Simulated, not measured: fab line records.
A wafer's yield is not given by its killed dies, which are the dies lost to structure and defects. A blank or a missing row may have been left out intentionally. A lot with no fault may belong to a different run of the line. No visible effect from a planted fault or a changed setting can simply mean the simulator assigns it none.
The tool behind it: which one? + flow sky130 + 14 lots with 42 wafers sampled at 3 steps, on a route of 708 steps

## WHAT EACH GAUGE READ, for each wafer
SKY_METAL3_CD_MEAS_13: target cd 300 nm.
| lot  | measured     | on        | cd nm (nm)        |
|------|--------------|-----------|-------------------|
| L817 | day 38 13:22 | cd sem-02 | 297.7 298.2 298.0 |
| L818 | day 38 18:25 | cd sem-02 | 302.0 302.7 300.3 |
| L820 | day 39 07:47 | cd sem-02 | 298.6 299.7 299.7 |
| L819 | day 39 10:17 | cd sem-01 | 301.3 299.7 301.8 |
| L821 | day 39 12:41 | cd sem-01 | 298.1 298.4 299.3 |
| L822 | day 40 00:28 | cd sem-02 | 301.0 301.0 301.4 |
| L823 | day 41 05:34 | cd sem-01 | 300.7 301.6 300.2 |
| L824 | day 41 08:22 | cd sem-01 | 298.2 297.2 299.4 |
| L828 | day 41 16:13 | cd sem-02 | 301.5 301.4 301.8 |
| L830 | day 42 11:47 | cd sem-01 | 212.5 201.6 198.4 |
| L831 | day 42 17:29 | cd sem-01 | 267.9 235.6 190.9 |
| L832 | day 42 18:28 | cd sem-01 | 300.5 301.6 301.1 |
| L833 | day 43 00:32 | cd sem-02 | 301.8 301.1 301.1 |
| L838 | day 44 10:40 | cd sem-01 | 300.1 300.9 300.1 |

## WHAT TOOL EACH LOT RAN ON (gives the tool, then ch and the chambers of the sampled wafers, and finally the start)
| lot  | SKY_METAL3_SPUTTER_01        | SKY_METAL3_EXPOSE_10              |
|------|------------------------------|-----------------------------------|
| L817 | pvd sputter-02, day 36 10:52 | krf scanner-01 ch 0, day 38 01:52 |
| L818 | pvd sputter-03, day 36 14:52 | krf scanner-02 ch 0, day 38 06:03 |
| L820 | pvd sputter-01, day 37 04:35 | krf scanner-01 ch 0, day 38 19:25 |
| L819 | pvd sputter-02, day 37 06:39 | krf scanner-01 ch 0, day 38 22:08 |
| L821 | pvd sputter-01, day 37 09:30 | krf scanner-02 ch 0, day 39 00:46 |
| L822 | pvd sputter-01, day 37 21:03 | krf scanner-02 ch 0, day 39 12:04 |
| L823 | pvd sputter-03, day 39 04:13 | krf scanner-01 ch 0, day 40 17:23 |
| L824 | pvd sputter-02, day 39 06:53 | krf scanner-02 ch 0, day 40 20:16 |
| L828 | pvd sputter-01, day 39 14:55 | krf scanner-01 ch 0, day 41 04:55 |
| L830 | pvd sputter-01, day 40 09:37 | krf scanner-02 ch 0, day 42 00:34 |
| L831 | pvd sputter-01, day 40 16:58 | krf scanner-02 ch 0, day 42 06:14 |
| L832 | pvd sputter-02, day 40 18:11 | krf scanner-01 ch 0, day 42 07:30 |
| L833 | pvd sputter-03, day 41 00:58 | krf scanner-01 ch 0, day 42 12:38 |
| L838 | pvd sputter-02, day 42 12:02 | krf scanner-01 ch 0, day 43 23:12 |
- SKY_METAL3_SPUTTER_01: material TiN, target thk 20 nm, time 16.7 s.
- SKY_METAL3_EXPOSE_10: exposes mask MM3, target cd 300 nm.

## AS READ BY THE TOOLS THEMSELVES (means over the sampled wafers that have a number; for cases with no such wafer, the mark the record gives instead)
SKY_METAL3_SPUTTER_01.
| lot  | tool           | chamber pressure pa (Pa) | throttle valve pct (%) |
|------|----------------|--------------------------|------------------------|
| L817 | pvd sputter-02 | 0.4000                   | 29.1                   |
| L818 | pvd sputter-03 | 0.4001                   | 30.9                   |
| L820 | pvd sputter-01 | 0.4002                   | 29.7                   |
| L819 | pvd sputter-02 | 0.4008                   | 29.4                   |
| L821 | pvd sputter-01 | 0.4001                   | 30.4                   |
| L822 | pvd sputter-01 | 0.3991                   | 30.4                   |
| L823 | pvd sputter-03 | 0.4003                   | 29.7                   |
| L824 | pvd sputter-02 | 0.3995                   | 29.3                   |
| L828 | pvd sputter-01 | 0.3999                   | 30.0                   |
| L830 | pvd sputter-01 | 0.4004                   | 29.1                   |
| L831 | pvd sputter-01 | 0.3998                   | 30.4                   |
| L832 | pvd sputter-02 | 0.3996                   | 29.3                   |
| L833 | pvd sputter-03 | 0.3999                   | 30.7                   |
| L838 | pvd sputter-02 | 0.4008                   | 29.5                   |

## THE ANSWER, worked out from the rows above alone
Rule: the lots themselves supply what counts as usual. Put in order of their means at a reading, lots are off if they are a third of the lots or fewer, leave a main group of 4 or more, and stand apart from it by a gap of 3 or more times the standard deviation of the main group's means; of several such gaps the widest counts. Not used: any main group whose means are identical at the precision the tables above print for the reading. Also off: a lot with no number at a reading for which 4 or more lots have one. Any other lot the step has rows for is counted as sound. After the gauges, taken in route order, come the tools' own readings; for these a lot's mean is taken, as printed above. The first step at which some lot is off is used, and at that step the reading that is off furthest; a lot without a number counts as furthest.
Off at SKY_METAL3_CD_MEAS_13 (cd nm): L830, L831. Main group: mean 300.3 nm, sd 1.3.
If a tool, at a process step before that reading, ran all the lots that are off and no sound lot after the first of them, it fits. Gauges at SKY_METAL3_CD_MEAS_13: tried the same way as those tools. Undecided on this evidence; 2 tools fit (pvd sputter-01 at SKY_METAL3_SPUTTER_01, krf scanner-02 at SKY_METAL3_EXPOSE_10).

## WHAT THE SIMULATOR PUT IN
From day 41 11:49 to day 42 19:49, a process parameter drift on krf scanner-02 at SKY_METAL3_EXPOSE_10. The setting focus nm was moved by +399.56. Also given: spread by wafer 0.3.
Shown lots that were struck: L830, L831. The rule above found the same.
